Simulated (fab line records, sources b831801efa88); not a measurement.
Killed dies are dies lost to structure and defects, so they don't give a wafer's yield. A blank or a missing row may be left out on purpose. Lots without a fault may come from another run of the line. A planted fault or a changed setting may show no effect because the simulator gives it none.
Tool commonality check | flow gf180mcu | 14 lots, 42 wafers sampled

WHY IT WAS OPENED
At GF_DNWELL_TW_MEAS_09 the reading DNWELL_TW is flagged on 2 of 14 lots. Wafers without a fault read 1348, standard deviation 8.4.
Rule: a lot is flagged when every wafer of it that has a number lies more than 4 standard deviations from that mean, or none has a number. The other lots count as sound.

lot  | measured    | on            | DNWELL_TW, wafer by wafer | flag
L702 | day 3 00:17 | film_metro-03 | 1346 1343 1335            |
L704 | day 3 12:10 | film_metro-03 | 1340 1337 1339            |
L706 | day 4 01:37 | film_metro-01 | 1349 1352 1346            |
L705 | day 4 01:58 | film_metro-01 | 1352 1354 1348            |
L707 | day 4 04:10 | film_metro-04 | 1349 1345 1347            |
L709 | day 4 16:55 | film_metro-03 | 1348 1342 1343            |
L710 | day 4 22:19 | film_metro-01 | 1357 1353 1358            |
L711 | day 5 00:04 | film_metro-01 | 1345 1340 1346            |
L712 | day 5 06:09 | film_metro-01 | 1349 1355 1335            |
L713 | day 5 11:13 | film_metro-04 | 1690 1685 1689            | FLAGGED
L715 | day 5 19:22 | film_metro-03 | 1348 1346 1344            |
L718 | day 6 12:56 | film_metro-04 | 1700 1690 1701            | FLAGGED
L719 | day 6 18:00 | film_metro-04 | 1359 1357 1353            |
L724 | day 7 19:30 | film_metro-01 | 1335 1341 1348            |
The numbers of the flagged lots are 1692 on average: +344 against the usual, or +41 standard deviations.

WHICH TOOL RAN EACH LOT
The record holds 1 process step before the reading, out of a route of 602 steps. In each cell: the tool, then ch and the chambers that the sampled wafers went through, then the start.
lot  | flag    | GF_DNWELL_IMPLANT_07
L702 |         | implanter-02 ch 0, day 3 00:04
L704 |         | implanter-02 ch 0, day 3 11:56
L706 |         | implanter-03 ch 0, day 4 01:22
L705 |         | implanter-03 ch 0, day 4 01:43
L707 |         | implanter-02 ch 0, day 4 03:55
L709 |         | implanter-03 ch 0, day 4 16:40
L710 |         | implanter-03 ch 0, day 4 22:05
L711 |         | implanter-03 ch 0, day 4 23:50
L712 |         | implanter-04 ch 0, day 5 05:54
L713 | FLAGGED | implanter-02 ch 0, day 5 10:40
L715 |         | implanter-02 ch 0, day 5 19:07
L718 | FLAGGED | implanter-02 ch 0, day 6 12:23
L719 |         | implanter-02 ch 0, day 6 17:45
L724 |         | implanter-04 ch 0, day 7 19:15
What these steps do:
- GF_DNWELL_IMPLANT_07
- GF_DNWELL_TW_MEAS_09

FLAGGED OVER TOTAL, TOOL BY TOOL (the gauges that took the reading come last)
step                 | tool          | lots run | flagged | share of the flagged lots | sound lots run after its first flagged lot
GF_DNWELL_IMPLANT_07 | implanter-02  | 7        | 2       | all                       | 2 (L715,L719)
GF_DNWELL_IMPLANT_07 | implanter-03  | 5        | 0       | none                      | -
GF_DNWELL_IMPLANT_07 | implanter-04  | 2        | 0       | none                      | -
GF_DNWELL_TW_MEAS_09 | film_metro-01 | 6        | 0       | none                      | -
GF_DNWELL_TW_MEAS_09 | film_metro-03 | 4        | 0       | none                      | -
GF_DNWELL_TW_MEAS_09 | film_metro-04 | 4        | 2       | all                       | 1 (L719)

WHAT THE TABLE ALLOWS
2 rows of the table ran every flagged lot: implanter-02 at GF_DNWELL_IMPLANT_07, film_metro-04 at GF_DNWELL_TW_MEAS_09.
- implanter-02 at GF_DNWELL_IMPLANT_07: 2 of its 7 lots flagged. Sound lots ran on it after the first flagged one (L715, L719), which a lasting fault on the whole tool wouldn't allow.
- film_metro-04 at GF_DNWELL_TW_MEAS_09: 2 of its 4 lots flagged. Sound lots ran on it after the first flagged one (L719), which a lasting fault on the whole tool wouldn't allow.
No row of the table ran every flagged lot and no sound lot after the first.

WHAT THE SIMULATOR HAD PUT IN
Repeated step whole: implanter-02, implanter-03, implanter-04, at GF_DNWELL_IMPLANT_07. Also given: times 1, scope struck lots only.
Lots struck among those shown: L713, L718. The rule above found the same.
